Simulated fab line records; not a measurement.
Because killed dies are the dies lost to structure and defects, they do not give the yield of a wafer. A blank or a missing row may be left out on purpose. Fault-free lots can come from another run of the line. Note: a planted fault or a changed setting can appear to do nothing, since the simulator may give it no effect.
fab line records | flow sky130 | part 1 of 2: steps 1 to 42 of 43
record lots=7 wafers=21 last-day=50
route steps=708 shown FIELD_ISO@10 NWELL@32 DNWELL@35 PWDE@45 PAD_OPEN@708
lots that met no fault: from a run of the same line without faults
start-h: the number of hours between the record's first day and the start of the first shown wafer of the lot | wait-h: hours from the lot's prior step to this one | " unchanged from the row above | L1.1+2: a single row standing in for several wafers | - either no value or no given start | * or withheld: withheld | < > ~ a bound
route shown NAME@n: a module of which the file shows steps, and the number in the route of the first | usual: average and standard deviation across the fault-free wafers | same: alike in all rows | chamber/n: place in a boat | sites: each site's reading | _std_site: their standard deviation | _edge_site: inner sites' mean taken away from outer sites' mean | radius-mm: for every site, how far away it sits from the centre of the wafer | mask NAME#n: copy n | behind: tool/chamber where the wafer was last shaped | hold: why the lot went on hold/how many hours it stayed there/how the hold came to an end | device: the transistor (n, p or np) that didn't switch | end of line: the same wafers' tests at the end of the route | a step with no rows: only its recipe | killed: count of dies lost to structure and defects at first sort (not the wafer's yield) | map: per-die view of a wafer (x killed, . not killed, _ where there is no die)
set.NAME: the setting the step ran with; set.NAME@STEP: the setting that earlier step ran with | model.NAME: the simulator's own value behind a step, which no gauge read
certain route steps with their lots: each step a table, each wafer a row
services: from which hour (start-h, from the record's first day; less than 0 if before it) a tool's chamber was out of use, for how many hours, and why
## steps
# step SKY_FIELD_ISO_SOFTBAKE_09
# recipe temp-c=100 time-s=90 resist=KrF-thick
# step SKY_FIELD_ISO_EXPOSE_10
# recipe mask-id=FOM na=0.68 source-shape=annular sigma-inner=0.4 sigma-outer=0.8 target-cd-nm=150 dose-mj=28
# step SKY_FIELD_ISO_PEB_11
# recipe peb-temp-c=withheld peb-time-s=withheld resist=KrF-thick
# step SKY_FIELD_ISO_DEVELOP_12
# recipe develop-time-s=60 resist=KrF-thick dev-temp-c=21
# step SKY_FIELD_ISO_CD_MEAS_13
# recipe target-cd-nm=150
# usual cd-nm=150.5/1.5
# columns lot.wafer tool chamber start-h wait-h cd-nm
L583.1 cd-sem-01 - 29.02 - 150.0
L583.4 " - " " 149.3
L583.6 " - " " 151.1
L592.1 cd-sem-01 - 75.73 - 152.9
L592.3 " - " " 153.0
L592.5 " - " " 152.6
L596.3 cd-sem-01 - 97.06 - 149.6
L596.4 " - " " 147.2
L596.6 " - " " 147.3
L597.2 cd-sem-02 - 103.71 - 151.1
L597.3 " - " " 149.7
L597.5 " - " " 149.8
L600.3 cd-sem-02 - 118.21 - 150.6
L600.4 " - " " 151.4
L600.5 " - " " 151.4
L603.2 cd-sem-02 - 140.91 - 148.4
L603.4 " - " " 148.5
L603.6 " - " " 148.6
L605.1 cd-sem-02 - 147.59 - 150.2
L605.3 " - " " 148.5
L605.4 " - " " 150.7
# step SKY_FIELD_ISO_ETCH_14
# recipe chemistry=N2/H2 target=BARC ion-energy-ev=200 source-w=500 bias-w=100 pressure-mtorr=30 n2-flow-sccm=100 h2-flow-sccm=200 stop-on=SiO2 time-s=45.9 target-depth-a=600
# usual drypump-motor-current-A=5.8/0.44 oes-product-au=0.855/0.0044 throttle-valve-pct=13.224/0.0092
# columns lot.wafer tool chamber start-h wait-h drypump-motor-current-A oes-product-au rf-hours-counter-h throttle-valve-pct
L583.1 rie-diel-01 2 29.14 0.1 5.6 0.852 1 13.215
L583.4 " 0 " " 6.0 0.853 55 13.250
L583.6 " 1 " " 6.6 0.850 - 13.233
L592.1 rie-diel-01 2 75.85 0.1 5.6 0.859 2 13.220
L592.3 " 1 " " 6.6 0.850 79 13.210
L592.5 " 3 " " 6.0 0.857 - 13.207
L596.3 rie-diel-01 2 97.14 0.1 5.6 0.853 2 13.222
L596.4 " 0 " " 6.1 0.859 56 13.210
L596.6 " 0 " " 6.0 0.867 - 13.219
L597.2 rie-diel-04 0 103.81 0.1 5.9 0.858 83 13.204
L597.3 " 3 " " 5.9 0.855 46 13.216
L597.5 " 0 " " 5.9 0.858 - 13.221
L600.3 rie-diel-03 2 118.29 0.1 5.7 0.856 119 13.206
L600.4 " 1 " " 6.0 0.857 129 13.225
L600.5 " 2 " " 5.7 0.855 - 13.230
L603.2 rie-diel-01 3 141.01 0.1 6.0 0.852 85 13.225
L603.4 " 2 " " 5.6 0.856 3 13.219
L603.6 " 3 " " 6.0 0.851 - 13.223
L605.1 rie-diel-01 1 147.71 0.1 6.6 0.853 80 13.206
L605.3 " 0 " " 6.0 0.858 57 13.229
L605.4 " 3 " " 6.0 0.853 86 13.217
# step SKY_FIELD_ISO_ETCH_15
# recipe chemistry=CHF3/O2 target-depth-nm=180 stop-on=Si source-w=600 bias-w=200 pressure-mtorr=40 chf3-flow-sccm=50 O2_flow_sccm=5 time-s=72
# step SKY_FIELD_ISO_STRIP_16
# recipe chemistry=O2/N2 power-w=1400 pressure-mtorr=1500 platen-temp-c=withheld o2-flow-sccm=3000 n2-flow-sccm=300 overash-fraction=0.5
# usual drypump-motor-current-A=5.8/0.44 oes-product-au=0.378/0.0046 strip-time-to-endpoint-s=3.55/0.035
# columns lot.wafer tool chamber start-h wait-h drypump-motor-current-A oes-product-au rf-hours-counter-h strip-time-to-endpoint-s
L583.1 plasma-asher-03 1 29.24 0.0 5.6 0.381 24 3.52
L583.4 " 0 " " 6.5 0.383 - 3.59
L583.6 " 0 " " 6.5 0.383 - 3.57
L592.1 plasma-asher-02 0 75.94 0.0 5.9 0.384 41 3.55
L592.3 " 1 " " 5.3 0.378 - 3.56
L592.5 " 0 " " 5.9 0.388 - 3.59
L596.3 plasma-asher-02 0 97.28 0.1 5.9 0.368 - 3.53
L596.4 " 1 " " 5.4 0.374 - 3.58
L596.6 " 1 " " 5.4 0.375 - 3.58
L597.2 plasma-asher-03 1 103.91 0.0 5.5 0.379 33 3.58
L597.3 " 0 " " 6.5 0.377 - 3.60
L597.5 " 1 " " 5.5 0.380 - 3.55
L600.3 plasma-asher-03 0 118.43 0.1 6.5 0.383 - 3.54
L600.4 " 1 " " 5.6 0.370 - 3.58
L600.5 " 1 " " 5.6 0.379 - 3.51
L603.2 plasma-asher-02 0 141.11 0.0 5.9 0.384 2 3.55
L603.4 " 1 " " 5.3 0.381 - 3.54
L603.6 " 1 " " 5.3 0.382 - 3.58
L605.1 plasma-asher-01 0 147.81 0.0 5.3 0.378 37 3.54
L605.3 " 1 " " 6.3 0.372 - 3.59
L605.4 " 0 " " 5.3 0.389 - 3.59
# step SKY_FIELD_ISO_ETCH_17
# recipe target-depth-a=3420 mask-material=Si3N4 chemistry=HBr/Cl2/O2 target=Si taper-deg=5 icp-w=600 bias-w=150 pressure-mtorr=15 HBr_flow_sccm=150 Cl2_flow_sccm=40 O2_flow_sccm=6 time-s=97.7
# usual drypump-motor-current-A=5.5/0.49 oes-product-au=1.000/0.0081 throttle-valve-pct=25.656/0.0096
# columns lot.wafer tool chamber start-h wait-h drypump-motor-current-A oes-product-au rf-hours-counter-h throttle-valve-pct
L583.1 rie-si-02 2 29.34 0.1 5.1 1.002 162 25.663
L583.4 " 3 " " 5.2 1.014 - 25.649
L583.6 " 0 " " 5.1 1.012 - 25.639
L592.1 rie-si-02 2 76.04 0.1 5.1 0.982 0 25.659
L592.3 " 3 " " 5.2 1.001 42 25.650
L592.5 " 1 " " 5.2 1.004 - 25.656
L596.3 rie-si-01 3 97.34 0.0 5.5 1.002 38 25.658
L596.4 " 3 " " 5.5 0.997 - 25.654
L596.6 " 0 " " 6.6 0.996 - 25.666
L597.2 rie-si-02 0 104.01 0.1 5.1 1.005 2 25.655
L597.3 " 3 " " 5.2 0.997 42 25.649
L597.5 " 1 " " 5.2 1.005 - 25.664
L600.3 rie-si-02 0 118.49 0.0 5.1 1.007 2 25.662
L600.4 " 2 " " 5.1 0.998 0 25.664
L600.5 " 3 " " 5.2 1.004 - 25.643
L603.2 rie-si-01 1 141.21 0.1 6.0 1.003 50 25.665
L603.4 " 0 " " 6.5 1.001 105 25.670
L603.6 " 0 " " 6.5 0.998 - 25.656
L605.1 rie-si-02 3 147.91 0.1 5.2 1.000 42 25.652
L605.3 " 0 " " 5.1 0.998 2 25.640
L605.4 " 2 " " 5.1 0.992 1 25.662
# step SKY_FIELD_ISO_WET_ETCH_18
# recipe chemistry=H3PO4 target-depth-nm=25 temp-c=160 target=Si3N4 time-s=286
# step SKY_FIELD_ISO_CLEAN_19
# recipe chemistry=SC1/SC2 mix=1:4:20 temp-c=70 time-s=150
# step SKY_FIELD_ISO_CLEAN_20
# recipe chemistry=dHF time-s=20 dilution=100:1
# step SKY_FIELD_ISO_WET_ETCH_21
# recipe chemistry=dHF dilution=100:1 target-depth-nm=20 dry=ipa-marangoni target=SiO2 temp-c=25 time-s=400
# usual temp-c=25.01/0.1
# columns lot.wafer tool chamber start-h wait-h temp-c
L583.1 wet-bench-03 2 29.57 0.0 24.93
L583.4 " 2 " " 25.02
L583.6 " 2 " " 24.89
L592.1 wet-bench-03 1 76.28 0.0 25.04
L592.3 " 1 " " 25.17
L592.5 " 1 " " 25.15
L596.3 wet-bench-04 2 97.57 0.0 25.16
L596.4 " 2 " " 25.06
L596.6 " 2 " " 24.99
L597.2 wet-bench-02 1 104.23 0.0 24.90
L597.3 " 1 " " 24.88
L597.5 " 1 " " 25.03
L600.3 wet-bench-04 3 118.72 0.0 25.03
L600.4 " 3 " " 25.03
L600.5 " 3 " " 25.00
L603.2 wet-bench-04 3 141.44 0.0 24.93
L603.4 " 3 " " 24.92
L603.6 " 3 " " 24.96
L605.1 wet-bench-04 3 148.14 0.0 25.10
L605.3 " 3 " " 25.00
L605.4 " 3 " " 25.03
# step SKY_FIELD_ISO_OXIDATION_22
# recipe temp-c=950 ambient=O2 stabilise-s=600 purge-s=300 target-thk-a=100 ox-time-s=623
# step SKY_FIELD_ISO_THK_MEAS_23
# recipe reads=SiO2_of_FIELD_ISO_OXIDATION_22
# usual FIELD_ISO_OXIDATION_01_THK=9.97/0.21
# columns lot.wafer tool chamber start-h wait-h FIELD_ISO_OXIDATION_01_THK[nm]
L583.1 film-metro-03 - 31.50 0.0 9.86
L583.4 " - " " 9.86
L583.6 " - " " 9.98
L592.1 film-metro-02 - 81.59 0.0 9.66
L592.3 " - " " 9.80
L592.5 " - " " 9.85
L596.3 film-metro-02 - 99.28 0.0 9.78
L596.4 " - " " 9.89
L596.6 " - " " 9.77
L597.2 film-metro-04 - 105.53 0.0 9.96
L597.3 " - " " 9.91
L597.5 " - " " 10.01
L600.3 film-metro-02 - 120.75 0.0 10.21
L600.4 " - " " 10.11
L600.5 " - " " 10.36
L603.2 film-metro-04 - 142.84 0.0 9.55
L603.4 " - " " 9.77
L603.6 " - " " 9.67
L605.1 film-metro-04 - 151.86 0.0 10.28
L605.3 " - " " 10.33
L605.4 " - " " 10.39
# step SKY_FIELD_ISO_CVD_24
# recipe material=SiO2 target-thk-nm=595 temp-c=650 sigma-open-frac=0.3 time-s=99.2 sih4-flow-sccm=60 pressure-mtorr=6
# step SKY_FIELD_ISO_THK_MEAS_25
# recipe reads=SiO2_of_FIELD_ISO_CVD_24
# usual FIELD_ISO_CVD_24_THK=594/6.1
# columns lot.wafer tool chamber start-h wait-h FIELD_ISO_CVD_24_THK[nm]
L583.1 film-metro-04 - 31.63 0.0 584
L583.4 " - " " 584
L583.6 " - " " 600
L592.1 film-metro-04 - 81.76 0.1 600
L592.3 " - " " 592
L592.5 " - " " 593
L596.3 film-metro-03 - 99.41 0.1 592
L596.4 " - " " 591
L596.6 " - " " 589
L597.2 film-metro-02 - 105.66 0.0 606
L597.3 " - " " 603
L597.5 " - " " 603
L600.3 film-metro-03 - 120.88 0.1 597
L600.4 " - " " 593
L600.5 " - " " 590
L603.2 film-metro-04 - 143.01 0.1 593
L603.4 " - " " 591
L603.6 " - " " 590
L605.1 film-metro-03 - 152.02 0.1 591
L605.3 " - " " 593
L605.4 " - " " 589
# step SKY_FIELD_ISO_ANNEAL_26
# recipe temp-c=1000 time-s=1800 ambient=N2
# step SKY_FIELD_ISO_CMP_27
# recipe stop-on=Si3N4 t-overpolish-s=16 down-force-psi=4 platen-rpm=60 target-thk-nm=457.8 pad-velocity-m-s=0.94248
# usual head-pressure-psi=4.001/0.0081 motor-current-A=11.7/1.1 overpolish-run-s=16.000/0.01 platen-rpm=60.00/0.043 time-to-endpoint-s=111/5.5
# same t-overpolish-s=16
# columns lot.wafer tool chamber start-h wait-h head-pressure-psi motor-current-A overpolish-run-s platen-rpm time-to-endpoint-s
L583.1 cmp-01 0 33.89 0.1 4.007 13.4 16.016 59.97 109
L583.4 " 1 " " 3.990 11.7 16.004 60.06 111
L583.6 " 3 " " 4.001 10.4 16.009 60.04 105
L592.3 cmp-02 2 85.76 0.1 3.988 9.6 15.999 59.97 116
L592.1 " 3 " " 4.003 11.7 15.991 59.97 109
L592.5 " 0 " " 4.008 13.2 16.000 60.06 104
L596.4 cmp-01 3 101.00 0.1 4.015 10.9 15.994 59.98 108
L596.3 " 1 " " 4.002 11.7 15.999 60.05 116
L596.6 " 3 " " 3.990 10.9 16.007 59.96 103
L597.2 cmp-01 3 108.13 0.0 3.996 10.3 15.994 59.97 109
L597.3 " 0 " " 4.010 12.9 15.994 59.98 117
L597.5 " 3 " " 4.005 10.2 15.996 60.01 107
L600.3 cmp-02 1 123.74 0.0 4.003 12.4 15.978 60.02 105
L600.4 " 2 " " 3.994 9.6 16.016 60.04 115
L600.5 " 1 " " 4.008 12.9 15.995 59.96 103
L603.2 cmp-01 3 145.50 0.2 4.001 11.2 16.003 60.02 103
L603.4 " 0 " " 4.005 13.4 15.996 60.03 113
L603.6 " 1 " " 3.999 11.8 16.011 59.91 113
L605.4 cmp-02 3 155.89 0.0 4.011 11.5 15.989 60.01 108
L605.3 " 0 " " 3.990 12.5 15.994 59.99 105
L605.1 " 1 " " 3.999 12.7 15.992 59.98 106
# step SKY_FIELD_ISO_WET_ETCH_28
# recipe chemistry=dHF target-depth-nm=23.7 target=SiO2 dilution=10:1 temp-c=25 time-s=47
# step SKY_FIELD_ISO_WET_ETCH_29
# recipe chemistry=H3PO4 target-depth-nm=160 target=Si3N4 temp-c=160 time-s=1825
# step SKY_FIELD_ISO_WET_ETCH_30
# recipe chemistry=dHF target-depth-nm=25 target=SiO2 dilution=10:1 temp-c=25 time-s=50
# step SKY_NWELL_CLEAN_00
# recipe chemistry=SC1/SC2 mix=1:4:20 temp-c=70 time-s=150 dry=n2-spin
# step SKY_NWELL_OXIDATION_01
# recipe temp-c=900 ambient=O2 stabilise-s=600 purge-s=300 target-thk-a=100 ox-time-s=1418
# step SKY_NWELL_THK_MEAS_02
# recipe reads=SiO2_of_NWELL_OXIDATION_01
# usual NWELL_OXIDATION_THK=9.94/0.18
# columns lot.wafer tool chamber start-h wait-h NWELL_OXIDATION_THK[nm]
L583.1 film-metro-02 - 37.80 0.0 10.04
L583.4 " - " " 9.84
L583.6 " - " " 10.06
L592.1 film-metro-04 - 89.77 0.0 9.87
L592.3 " - " " 9.91
L592.5 " - " " 9.87
L596.3 film-metro-02 - 103.88 0.0 10.03
L596.4 " - " " 10.01
L596.6 " - " " 10.04
L597.2 film-metro-04 - 111.09 0.0 10.10
L597.3 " - " " 10.13
L597.5 " - " " 10.03
L600.3 film-metro-02 - 126.67 0.0 9.91
L600.4 " - " " 9.96
L600.5 " - " " 10.02
L603.2 film-metro-02 - 150.22 0.0 9.96
L603.4 " - " " 9.90
L603.6 " - " " 10.03
L605.1 film-metro-01 - 160.03 0.0 10.03
L605.3 " - " " 9.98
L605.4 " - " " 10.02
# step SKY_DNWELL_DEHYDRATE_00
# recipe temp-c=200 time-s=60
# step SKY_DNWELL_HMDS_01
# recipe prime-time-s=60 prime-temp-c=120
# step SKY_DNWELL_COAT_02
# recipe spin-rpm=2000 resist-thk-nm=3000
# step SKY_DNWELL_SOFTBAKE_03
# recipe temp-c=110 time-s=withheld
# step SKY_DNWELL_EXPOSE_04
# recipe mask-id=DNM na=0.57 target-cd-nm=3000 dose-mj=222
# step SKY_DNWELL_PEB_05
# recipe temp-c=115 time-s=withheld
# step SKY_DNWELL_DEVELOP_06
# recipe wall-angle-deg=90 developer=TMAH develop-time-s=60 dev-temp-c=23
# step SKY_DNWELL_IMPLANT_07
# recipe species=P energy-kev=withheld dose-cm2=withheld tilt-deg=withheld
# step SKY_DNWELL_STRIP_08
# recipe chemistry=O2/N2 power-w=1400 pressure-mtorr=1500 platen-temp-c=withheld o2-flow-sccm=3000 n2-flow-sccm=300 overash-fraction=0.5
# usual drypump-motor-current-A=5.6/0.37 oes-product-au=0.722/0.0046 strip-time-to-endpoint-s=36.89/0.11
# columns lot.wafer tool chamber start-h wait-h drypump-motor-current-A oes-product-au rf-hours-counter-h strip-time-to-endpoint-s
L583.1 plasma-asher-04 1 51.57 0.1 5.1 0.724 39 36.68
L583.4 " 1 " " 5.1 0.723 - 36.81
L583.6 " 1 " " 5.1 0.721 - 36.68
L592.1 plasma-asher-02 1 107.32 0.1 5.3 0.722 45 36.90
L592.3 " 1 " " 5.3 0.728 - 36.94
L592.5 " 1 " " 5.3 0.718 - 36.97
L596.3 plasma-asher-04 1 121.51 0.1 5.1 0.726 - 36.95
L596.4 " 0 " " 5.8 0.714 - 36.80
L596.6 " 0 " " 5.8 0.727 - 36.92
L597.2 plasma-asher-02 0 127.17 0.1 5.9 0.721 1 36.80
L597.3 " 0 " " 5.9 0.719 - 36.92
L597.5 " 1 " " 5.3 0.730 - 36.79
L600.3 plasma-asher-02 0 145.67 0.1 5.9 0.719 - 37.04
L600.4 " 1 " " 5.3 0.718 - 37.00
L600.5 " 0 " " 5.9 0.720 - 36.97
L603.2 plasma-asher-02 1 169.96 0.1 5.3 0.724 5 36.97
L603.4 " 1 " " 5.3 0.723 - 36.98
L603.6 " 1 " " 5.3 0.723 - 37.07
L605.1 plasma-asher-04 0 180.84 0.1 5.8 0.729 53 36.87
L605.3 " 0 " " 5.8 0.712 - 36.78
L605.4 " 1 " " 5.1 0.722 - 36.82
# step SKY_DNWELL_TW_MEAS_09
# usual DNWELL_TW=1094/11
# columns lot.wafer tool chamber start-h wait-h DNWELL_TW
L583.1 film-metro-02 - 51.67 0.1 1085
L583.4 " - " " 1085
L583.6 " - " " 1082
L592.1 film-metro-04 - 107.42 0.1 1092
L592.3 " - " " 1096
L592.5 " - " " 1092
L596.3 film-metro-01 - 121.59 0.1 1099
L596.4 " - " " 1095
L596.6 " - " " 1094
L597.2 film-metro-01 - 127.28 0.1 1107
L597.3 " - " " 1109
L597.5 " - " " 1108
L600.3 film-metro-02 - 145.76 0.1 1084
L600.4 " - " " 1085
L600.5 " - " " 1079
L603.2 film-metro-01 - 170.07 0.1 1113
L603.4 " - " " 1110
L603.6 " - " " 1109
L605.1 film-metro-01 - 180.94 0.1 1110
L605.3 " - " " 1107
L605.4 " - " " 1106
# step SKY_PWDE_DEHYDRATE_00
# recipe temp-c=200 time-s=60
# step SKY_PWDE_HMDS_01
# recipe prime-time-s=60 prime-temp-c=120
# step SKY_PWDE_COAT_02
# recipe spin-rpm=2000 resist-thk-nm=3000
# step SKY_PWDE_SOFTBAKE_03
# recipe temp-c=110 time-s=withheld
# step SKY_PWDE_EXPOSE_04
# recipe mask-id=PWDEM na=0.6 source-shape=conventional sigma-outer=0.6 polarization=unpolarized target-cd-nm=840 dose-mj=214
# step SKY_PWDE_PEB_05
# recipe temp-c=115 time-s=withheld
# step SKY_PWDE_DEVELOP_06
# recipe wall-angle-deg=90 developer=TMAH develop-time-s=60 dev-temp-c=23
